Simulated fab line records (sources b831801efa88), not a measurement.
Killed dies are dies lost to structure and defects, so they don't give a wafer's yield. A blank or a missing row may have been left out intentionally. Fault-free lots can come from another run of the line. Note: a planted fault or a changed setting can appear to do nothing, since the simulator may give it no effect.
A lot that was struck, set against a sound lot	flow sky130	34 out of 708 route steps
Sound: the wafers L294.3, L294.4, L294.5. Wafers L298.3, L298.4, L298.6 were the ones struck. Last of all comes the cause.
At each step with rows: each side's tool, then ch and its chambers, then its first start. Under that, the readings that differ: sound wafers	struck wafers	difference of the means	sigmas: that difference in standard deviations of wafers without a fault.
alike: readings with means less than 2 such deviations apart, plus words and numbers identical on both sides. not compared: withheld readings, readings lacking a value on some wafer, bounds such as >300 that could conceal the same value, and numbers that have no deviation in the record and whose values overlap.
Wherever a step has rows on one side only, a row that says differs or no value, or a row with sigmas, the two part there. Numbers that don't overlap but have no deviation are shown without sigmas and don't part them. Lack of a reading on every wafer of one side parts them only where that side has two or more wafers.

first, 10 steps without rows for these wafers: SKY_VIA1_EXPOSE_09 (exposes mask VIM, target cd 150 nm); SKY_VIA1_PEB_10; SKY_VIA1_DEVELOP_11 (develop time 60 s); SKY_VIA1_ETCH_14 (etches BARC in N2/H2, stops on SiO2, time 45.9 s, target depth 60 nm); SKY_VIA1_ETCH_15 (etches SiO2 in C4F8/O2/Ar, stops on TiN, target depth 351 nm, time 54 s); SKY_VIA1_STRIP_16 (strips in O2/N2); SKY_VIA1_STRIP_17 (strips in post etch residue remover, time 1200 s); SKY_VIA1_CLEAN_18 (cleans in IPA, time 180 s); SKY_VIA1_CLEAN_19 (cleans in O3/DIW); SKY_VIA1_SPUTTER_20 (material TiN, target thk 20 nm, time 80 s).
SKY_VIA1_CVD_21: deposits W, target thk 270 nm, time 80.902 s.
  sound on cvdW-01 ch 0,1, day 36 14:01; struck on cvdW-02 ch 0,1, day 37 20:17
  alike: heaterPowerW
then, 22 steps without rows for these wafers: SKY_VIA1_CMP_24 (polishes, stops on SiO2, t overpolish 15 s, target thk 0 nm); SKY_METAL2_SPUTTER_00 (material Ti, target thk 15 nm, time 10 s); SKY_METAL2_SPUTTER_01 (material TiN, target thk 20 nm, time 16.7 s); SKY_METAL2_SPUTTER_02 (material AlCu, target thk 250 nm, time 13.3 s); SKY_METAL2_SPUTTER_03 (material Ti, target thk 5 nm, time 3.3 s); SKY_METAL2_SPUTTER_04 (material TiN, target thk 70 nm, time 58.3 s); SKY_METAL2_DEHYDRATE_07 (time 60 s); SKY_METAL2_HMDS_08 (prime time 60 s); SKY_METAL2_COAT_09 (resist thk 60 nm); SKY_METAL2_COAT_10 (resist thk 450 nm); SKY_METAL2_SOFTBAKE_11 (time 90 s); SKY_METAL2_EXPOSE_12 (exposes mask MM2, target cd 140 nm); SKY_METAL2_PEB_13; SKY_METAL2_DEVELOP_14 (develop time 60 s); SKY_METAL2_DESCUM_17 (chemistry O2, time 8 s); SKY_METAL2_ETCH_18 (etches BARC in N2/H2, stops on SiO2, time 45.9 s, target depth 60 nm); SKY_METAL2_METAL_ETCH_19 (etches the open film in Cl2/BCl3, stops on SiO2, target depth 360 nm, time 78 s); SKY_METAL2_STRIP_20 (strips in O2/N2); SKY_METAL2_STRIP_21 (strips in post etch residue remover, time 1200 s); SKY_METAL2_CLEAN_22 (cleans in IPA, time 180 s); SKY_METAL2_CLEAN_23 (cleans in O3/DIW); SKY_VIA2_HDPCVD_00 (deposits SiO2, target thk 1180 nm, time 196.7 s).
-- the record jumps here: 11 days lie between the struck wafers' starts before and after (it left off in module VIA2 and takes up again in module PAD_OPEN, whose first step shown is number 708 of the route) --
SKY_PAD_OPEN_PROBE_99:
  sound on prober-02 at day 48 02:29; struck on prober-02 at day 49 03:12
reading	sound	struck	difference	sigmas
defectLimitedYield (%)	83.7 84.1 83.1	77.6 78.5 80.1	-4.9	-2
killed_at_M0_to_M3	37 35 39	66 75 53	+28	+4
killedDies	80 78 83	110 106 98	+24	+3
sort_bin_3_pad_short (%)	0.4 1.0 1.8	3.3 2.2 0.6	+1.0	+2
sort_bin_5_function (%)	9.6 8.7 8.9	12.2 15.9 11.6	+4.2	+3
sortNPass	412 414 409	382 386 394	-24	-3
sortYieldPct (%)	83.7 84.1 83.1	77.6 78.5 80.1	-4.9	-2
model.etest.tester.sortNPass	412 414 409	382 386 394	-24	
model.etest.tester.sortYieldPct (%)	83.74 84.15 83.13	77.64 78.46 80.08	-4.95	
model.etest.tester.sort_bin_5_pct (%)	9.553 8.74 8.943	12.2 15.85 11.59	+4.1	
  alike: killed_at_M4_up, killedAtContacts, killedAtFrontEnd, killedAtOther, killedOpen, killedShort, sort_bin_6_memory
  not compared: model.etest.tester.sort_bin_3_pct

## WHERE THEY PART
Only at SKY_PAD_OPEN_PROBE_99, as far as this record shows.

WHY: what had been put in by the simulator
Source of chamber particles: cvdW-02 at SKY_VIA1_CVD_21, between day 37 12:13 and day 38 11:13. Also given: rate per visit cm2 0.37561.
